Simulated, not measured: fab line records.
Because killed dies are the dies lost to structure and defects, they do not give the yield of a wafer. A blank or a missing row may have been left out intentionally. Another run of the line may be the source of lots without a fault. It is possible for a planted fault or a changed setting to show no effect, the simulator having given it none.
Chamber matching ; flow gf180mcu ; GF_CONTACT_CMP_27 on cmp-01: 4 sister chambers
The step polishes, stops on SiO2, t overpolish 15 s, target thk 0 nm. 8 wafers are shown with their chamber, then 7 later ones without.

## WAFERS WITH THEIR CHAMBER
wafer;chamber;motor current A (A);time to endpoint s (s)
L108.1;1;9.2;80
L108.4;2;11.0;71
L108.5;1;9.2;75
L114.2;3;11.3;73
L114.4;0;11.7;78
L114.6;2;10.9;71
L116.2;0;10.4;79
L116.4;3;11.1;72

## WAFERS WITH NO CHAMBER GIVEN
wafer;motor current A (A);time to endpoint s (s)
L116.5;9.8;77
L117.2;11.2;64
L117.4;9.4;75
L117.5;10.8;70
L119.1;11.5;75
L119.3;11.4;69
L119.4;11.6;72

## WHICH CHAMBER EACH ONE RAN IN
wafer;from the rows above;in truth
L116.5;can't be placed: 1 or 0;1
L117.2;can't be placed: 2 or 3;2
L117.4;1;1
L117.5;can't be placed: 2 or 3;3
L119.1;can't be placed: 3 or 0 or 2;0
L119.3;can't be placed: 2 or 3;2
L119.4;can't be placed: 3 or 2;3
Placed correctly: 1 of 7. Cannot be placed on the basis of these rows: 6; the candidates contain the true chamber in 6. Wrongly placed: 0.
How it was worked out, from the rows above alone: a wafer's distance from a chamber is the root of the sum, over the readings, of the square of ((its reading less the chamber's mean) divided by the reading's scatter). The wafer belongs to the nearest chamber; if the next one is less than 2 further off, it can't be placed. For every chamber, the mean is computed from those of its wafers that are shown. How the scatter is found: for the shown wafers, subtract from each reading the mean of its chamber, square and add these, divide the total by (wafers less chambers), then take the root.
